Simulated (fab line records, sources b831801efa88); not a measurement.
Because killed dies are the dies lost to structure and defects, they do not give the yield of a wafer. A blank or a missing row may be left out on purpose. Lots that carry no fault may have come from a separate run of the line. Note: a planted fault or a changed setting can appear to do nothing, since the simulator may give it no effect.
Chamber matching -- flow sky130 -- 4 sister chambers for SKY_POLY_CUT_ETCH_11 on rie_diel-03
The step etches Si3N4 in CF4/CH2F2/Ar, stops on poly-Si, time 42.5 s, target depth 60 nm. 8 wafers are shown with their chamber, then 7 later ones without.

EACH WAFER AND ITS CHAMBER
wafer,chamber,drypump_motor_current_A (A),oes_product_au (a.u.)
L365.3,3,5.8,0.843
L369.1,1,6.4,0.826
L369.6,1,6.4,0.823
L370.1,0,6.6,0.829
L370.3,0,6.5,0.829
L370.6,2,5.8,0.838
L375.4,2,5.8,0.828
L375.5,3,5.9,0.829

WAFERS WHOSE CHAMBER IS MISSING
wafer,drypump_motor_current_A (A),oes_product_au (a.u.)
L375.6,6.5,0.827
L378.1,6.3,0.828
L378.2,5.9,0.840
L378.3,5.8,0.836
L385.1,5.8,0.840
L385.3,5.9,0.831
L385.6,6.4,0.844

WHICH CHAMBER EACH WENT THROUGH
wafer,from the rows above,in truth
L375.6,can't be placed: 0 or 1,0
L378.1,1,1
L378.2,can't be placed: 3 or 2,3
L378.3,can't be placed: 2 or 3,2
L385.1,can't be placed: 2 or 3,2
L385.3,can't be placed: 3 or 2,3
L385.6,can't be placed: 1 or 0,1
1 of 7 placed correctly. Can't be placed from these rows: 6 (the true chamber is among the candidates in 6). Placed wrongly: 0.
How it was worked out, from the rows above alone: a wafer's distance from a chamber is the root of the sum, over the readings, of the square of ((its reading less the chamber's mean) divided by the reading's scatter). The wafer belongs to the nearest chamber; if the next one is less than 2 further off, it can't be placed. Each chamber's mean is taken over the wafers shown for it. The scatter: the root of (the sum of the squares of (reading less its chamber's mean) over the shown wafers, divided by (wafers less chambers)).
